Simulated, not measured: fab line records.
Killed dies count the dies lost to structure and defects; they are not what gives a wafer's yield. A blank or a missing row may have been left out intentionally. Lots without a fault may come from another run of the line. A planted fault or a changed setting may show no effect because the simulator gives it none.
Matching of chambers    flow gf180mcu    GF_V3_CMP_26 on cmp-01: 4 sister chambers
The step polishes, stops on SiO2, t overpolish 15 s, target thk 0 nm. 36 wafers are shown with their chamber, then 12 later ones without.

## WAFERS, EACH WITH ITS CHAMBER
wafer   chamber  time_to_endpoint_s (s)  motor_current_A (A)  platen_rpm (rpm)
L074.1  0        96                      13.0                 60.05
L074.2  1        89                      11.6                 60.02
L074.5  2        79                      11.8                 60.03
L076.1  1        83                      10.8                 60.04
L076.3  2        77                      11.5                 59.98
L076.6  1        88                      11.6                 60.02
L077.1  1        87                      11.7                 60.00
L077.3  0        94                      11.5                 59.99
L077.5  1        85                      12.3                 60.03
L078.2  2        75                      11.2                 59.94
L078.3  0        91                      11.6                 59.95
L078.5  3        84                      11.7                 60.03
L081.2  3        91                      11.4                 59.97
L081.3  1        87                      11.9                 59.98
L081.4  0        95                      12.0                 60.00
L082.2  1        78                      11.1                 59.98
L082.5  2        76                      11.5                 59.97
L082.6  3        90                      11.7                 60.01
L083.1  3        91                      10.7                 60.06
L083.3  2        77                      11.1                 59.95
L083.4  0        92                      12.0                 59.96
L084.1  1        84                      11.7                 59.95
L084.2  3        88                      11.2                 60.00
L084.3  2        76                      11.0                 59.95
L085.2  2        72                      11.8                 59.99
L085.5  0        87                      12.1                 59.96
L085.6  3        87                      11.5                 60.01
L086.2  3        88                      11.5                 60.00
L086.3  2        80                      11.6                 59.99
L086.6  1        83                      12.2                 59.99
L088.1  1        85                      11.8                 59.99
L088.4  2        77                      11.8                 60.05
L088.6  2        76                      11.1                 60.00
L089.4  3        85                      11.7                 60.06
L089.5  1        83                      11.9                 60.01
L089.6  0        90                      11.8                 59.98

SIGNATURES (averages over the wafers above)
reading             chamber 0  chamber 1  chamber 2  chamber 3  scatter within a chamber
time_to_endpoint_s  92.14      84.73      76.50      88.00      2.76
motor_current_A     12.000     11.691     11.440     11.425     0.398
platen_rpm          59.9843    60.0009    59.9850    60.0175    0.0316
Rule: for each reading, subtract the chamber's mean from the wafer's reading, divide by that reading's scatter and square the result; add these up over the readings and take the root, which gives the wafer's distance from the chamber. If the next closest chamber is less than 2 further off than the closest, the wafer can't be placed; otherwise it belongs to the closest. The scatter: take each reading less its chamber's mean, square it, sum over the shown wafers, divide by the number of wafers less the number of chambers, and take the root.

## WAFERS WITHOUT THEIR CHAMBER
wafer   time_to_endpoint_s (s)  motor_current_A (A)  platen_rpm (rpm)
L090.2  76                      12.1                 60.02
L090.3  84                      12.0                 60.04
L090.4  86                      11.4                 60.03
L095.1  78                      11.0                 60.07
L095.2  87                      10.7                 59.98
L095.6  86                      11.9                 60.03
L096.3  85                      11.2                 59.95
L096.4  89                      11.6                 60.03
L096.5  88                      12.1                 60.02
L097.2  86                      12.2                 59.97
L097.4  79                      11.2                 60.06
L097.6  85                      11.8                 60.06

## EACH ONE'S CHAMBER
wafer   from the rows above                in truth
L090.2  can't be placed: 2 or 1            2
L090.3  can't be placed: 1 or 3 or 0       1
L090.4  can't be placed: 3 or 1            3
L095.1  can't be placed: 2 or 1 or 3       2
L095.2  can't be placed: 3 or 1 or 0       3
L095.6  can't be placed: 1 or 3 or 0       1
L096.3  can't be placed: 1 or 3 or 2 or 0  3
L096.4  can't be placed: 3 or 1 or 0       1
L096.5  can't be placed: 1 or 3 or 0       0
L097.2  can't be placed: 1 or 0 or 3       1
L097.4  can't be placed: 2 or 1 or 3       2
L097.6  can't be placed: 1 or 3 or 0       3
Correctly placed: 0 of 12. Unplaceable from these rows: 12, with the true chamber sitting among the candidates in 12. Number placed wrongly: 0.
